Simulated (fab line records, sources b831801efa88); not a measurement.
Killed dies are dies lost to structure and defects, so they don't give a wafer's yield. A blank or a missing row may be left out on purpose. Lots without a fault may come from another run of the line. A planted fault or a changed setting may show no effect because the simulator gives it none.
Which tool did it? | flow sky130 | 12 lots, 36 wafers sampled, at 3 steps of a route of 708

WHAT THE GAUGES READ, wafer by wafer
SKY_METAL2_CD_MEAS_15: target cd 140 nm.
lot  | measured     | on        | cd_nm (nm)
L502 | day 35 13:43 | cd_sem-01 | 138.4 139.9 140.2
L503 | day 35 14:46 | cd_sem-01 | 138.5 137.3 140.0
L504 | day 35 18:05 | cd_sem-01 | 139.1 140.6 138.5
L512 | day 38 16:47 | cd_sem-02 | 141.6 139.5 140.5
L513 | day 39 05:38 | cd_sem-01 | 139.3 137.4 138.0
L514 | day 39 09:41 | cd_sem-02 | 140.5 141.6 138.3
L518 | day 40 07:14 | cd_sem-01 | 143.5 142.6 143.3
L520 | day 40 18:35 | cd_sem-01 | 137.4 138.7 137.8
L522 | day 41 00:20 | cd_sem-01 | 137.8 138.4 138.1
L523 | day 41 12:40 | cd_sem-01 | 137.5 138.2 138.1
L524 | day 41 16:40 | cd_sem-01 | 140.3 141.3 141.0
L525 | day 42 00:20 | cd_sem-01 | 139.2 140.7 139.6

SKY_VIA2_OVL_MEAS_13.
lot  | measured     | on         | VIA2_OVL (nm)
L502 | day 36 17:06 | overlay-01 | -1 -4 -6
L503 | day 36 19:02 | overlay-01 | -6 4 -1
L504 | day 36 22:22 | overlay-01 | -5 -8 -6
L512 | day 39 19:42 | overlay-01 | -3 -14 -8
L513 | day 40 08:14 | overlay-01 | -1 6 -8
L514 | day 40 11:47 | overlay-02 | -2 -1 -6
L518 | day 41 08:39 | overlay-01 | 8 16 1
L520 | day 41 19:29 | overlay-01 | -1 -2 2
L522 | day 42 01:16 | overlay-01 | 4 2 -2
L523 | day 42 13:03 | overlay-01 | -1 -3 3
L524 | day 42 17:17 | overlay-01 | -7 -3 0
L525 | day 43 00:08 | overlay-01 | 5 -5 4

SKY_CAPM_THK_MEAS_01.
lot  | measured     | on            | CAPM_CVD_00_THK (nm)
L502 | day 36 18:41 | film_metro-04 | 15.12 14.89 15.10
L503 | day 36 20:38 | film_metro-03 | 15.04 15.32 15.67
L504 | day 36 23:59 | film_metro-03 | 15.47 15.42 15.71
L512 | day 39 21:17 | film_metro-04 | 15.22 15.44 15.64
L513 | day 40 09:52 | film_metro-04 | 15.14 15.12 15.67
L514 | day 40 13:23 | film_metro-04 | 15.20 15.70 15.98
L518 | day 41 10:16 | film_metro-03 | 15.72 15.53 15.91
L520 | day 41 21:05 | film_metro-03 | 15.66 15.42 15.57
L522 | day 42 02:50 | film_metro-03 | 15.21 15.41 15.78
L523 | day 42 14:51 | film_metro-03 | 15.57 15.75 15.82
L524 | day 42 18:52 | film_metro-01 | 15.22 15.24 15.25
L525 | day 43 01:53 | film_metro-03 | 15.35 15.56 15.44

WHICH TOOL RAN EACH LOT (tool, then ch and the chambers of the sampled wafers, then the start)
The record holds no process step before these readings.

WHAT THE TOOLS THEMSELVES READ (means of the sampled wafers that have a number; where no wafer has one, the mark that the record gives instead)
The record holds no such reading with a usual standard deviation.

THE ANSWER, worked out from the rows above alone
Rule: what is usual is taken from the lots themselves. Put in order of their means at a reading, lots are off if they are a third of the lots or fewer, leave a main group of 4 or more, and stand apart from it by a gap of 3 or more times the standard deviation of the main group's means; of several such gaps the widest counts. A main group whose means are all the same, to the digits that the tables above print for the reading, isn't used. A lot without any number at a reading at which 4 lots or more have one is off too. The other lots that the step has rows for count as sound. The gauges are gone through in route order, then the tools' own readings, and for those a lot's mean is taken as printed above. The first step at which some lot is off is used, and at that step the reading that is off furthest; a lot without a number counts as furthest.
No lot is off at any reading shown: from this, nothing can be told.

WHAT THE SIMULATOR HAD PUT IN
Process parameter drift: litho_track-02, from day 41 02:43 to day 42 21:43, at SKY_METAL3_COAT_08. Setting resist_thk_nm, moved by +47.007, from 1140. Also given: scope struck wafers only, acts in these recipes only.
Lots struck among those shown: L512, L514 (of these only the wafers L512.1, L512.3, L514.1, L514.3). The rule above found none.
